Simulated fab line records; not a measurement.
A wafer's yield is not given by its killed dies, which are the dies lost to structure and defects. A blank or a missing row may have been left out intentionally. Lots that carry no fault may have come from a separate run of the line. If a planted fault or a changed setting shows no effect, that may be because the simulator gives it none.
The tool behind it: which one?    flow sky130    6 lots, 18 wafers sampled, at 2 steps of a route of 708

## WHAT THE GAUGES SHOWED, per wafer
SKY_VIA3_THK_MEAS_01.
lot   measured      on             VIA3_HDPCVD_THK (nm)
L917  day 39 03:04  film-metro-02  1629 1646 1647
L919  day 40 17:13  film-metro-01  1604 1639 1617
L924  day 41 10:17  film-metro-02  1632 1593 1609
L931  day 43 18:20  film-metro-01  1639 1655 1672
L933  day 44 02:36  film-metro-01  1646 1640 1648
L936  day 44 16:54  film-metro-01  1627 1605 1618

## TOOL THAT RAN EACH LOT (tool first, then ch and the chambers of the sampled wafers, then the start)
lot   SKY_LDD_N_STRIP_16
L917  plasma-asher-04 ch 0,1, day 18 06:42
L919  plasma-asher-04 ch 0,1, day 19 10:35
L924  plasma-asher-02 ch 0,1, day 21 02:45
L931  plasma-asher-04 ch 0,1, day 24 03:46
L933  plasma-asher-02 ch 1, day 24 17:24
L936  plasma-asher-03 ch 0,1, day 25 10:03
- SKY_LDD_N_STRIP_16: strips in O2/N2.

## THE ANSWER, worked out from the rows above alone
Rule: the usual values come from the lots themselves. Put in order of their means at a reading, lots are off if they are a third of the lots or fewer, leave a main group of 4 or more, and stand apart from it by a gap of 3 or more times the standard deviation of the main group's means; of several such gaps the widest counts. A main group whose means are all the same, to the digits that the tables above print for the reading, isn't used. Also off: a lot with no number at a reading for which 4 or more lots have one. The other lots that the step has rows for count as sound.
No lot is off at any reading shown: from this, nothing can be told.

## WHAT WAS PUT IN BY THE SIMULATOR
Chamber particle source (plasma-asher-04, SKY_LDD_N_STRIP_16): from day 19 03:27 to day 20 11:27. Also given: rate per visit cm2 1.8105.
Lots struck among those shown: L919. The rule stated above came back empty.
